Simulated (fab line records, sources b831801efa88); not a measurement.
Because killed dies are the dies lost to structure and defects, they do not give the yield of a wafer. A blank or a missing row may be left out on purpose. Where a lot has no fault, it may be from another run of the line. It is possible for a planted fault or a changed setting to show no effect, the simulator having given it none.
Problem report, 8D (eight disciplines) form, completed by code ; flow sky130 ; the parts of the form that need people (team, actions taken, sign-off) are left out

1. THE ISSUE
Wafers without a fault read 100 s, standard deviation 3.2; time to endpoint s at SKY_VIA2_CMP_24 reads a mean of 59 s on 3 wafers belonging to 2 lots. That puts it -13 standard deviations away from the usual mean.
The step: polishes, stops on SiO2, t overpolish 20 s, target thk 0 nm.
Earliest sighting: wafer L536.5 on cmp-01 at day 37 19:40. Wafers with a number at this step in the record: 18, from 6 lots. Rule for "out" (also "out of limits"): further than 4 standard deviations from the usual mean. All remaining wafers that have a number are taken as sound.

2. WHAT IT IS AND WHAT IT IS NOT
question;is;is not
which readings at this step;time to endpoint s;motor current A, overpolish run s
which lots;L535, L536;L537, L548, L552, L554
which wafers of those lots;L535.3, L535.5, L536.5;L535.2, L536.2, L536.4
read on which tools;cmp-01;cmp-02
when;from day 37 19:40;"up to then (5 sound wafers); but 10 sound wafers of L535, L548, L552, L554 came after"

3. THE SUSPECTS, EACH WITH WHAT RULES IT OUT
Counting: any tool at a process step up to the reading remains a suspect provided it ran every lot that is out. Sound lots after the first of them don't rule it out here, since some wafers of a struck lot are sound.
- cvd w-01 at SKY_VIA2_CVD_21 (deposits W, target thk 420 nm, time 126.4 s): kept. It ran every lot that is out, first L536 (day 37 19:22).
- cmp-01 at SKY_VIA2_CMP_24 (polishes, stops on SiO2, t overpolish 20 s, target thk 0 nm): kept. It processed each lot that is out (first: L536, day 37 19:40); up to then, its last sound lot is L537 (day 37 19:21). On those wafers its own readings are out: time to endpoint s.
The count leaves cmp-01 at SKY_VIA2_CMP_24 and cvd w-01 at SKY_VIA2_CVD_21.

4. THE CAUSE (what the simulator had put in)
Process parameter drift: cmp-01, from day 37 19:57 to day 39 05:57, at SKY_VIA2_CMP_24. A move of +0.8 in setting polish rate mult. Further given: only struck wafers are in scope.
2 suspects survive the count, and this tool is in that group.

5. THE CHAIN OF EFFECTS, in route order
Each row: a reading whose mean over the struck wafers that have a number lies more than 3 standard deviations from the usual. Readings are gone through only where the record gives a usual standard deviation; hours: the median, over the lots, of the time from a lot's start at the first step in this table giving one to that lot's start at this step; sigmas: the change measured in usual standard deviations.
hours;step;reading;usual;on struck wafers;change;sigmas
0;SKY_VIA2_CMP_24;time to endpoint s;100 s;59;-41;-13
The process steps in it:
- SKY_VIA2_CMP_24: polishes, stops on SiO2, t overpolish 20 s, target thk 0 nm.
Later steps that measure or inspect, where all struck wafers having a row at the step show a number for every such reading and not one has moved that far: SKY_CAPM_THK_MEAS_01, SKY_CAPM_RS_MEAS_03, SKY_CAPM_THK_MEAS_04, SKY_CAPM_OVL_MEAS_12.

6. HOW IT WOULD HAVE BEEN CAUGHT EARLIER
In this record the first reading out of limits was taken at day 37 19:40.
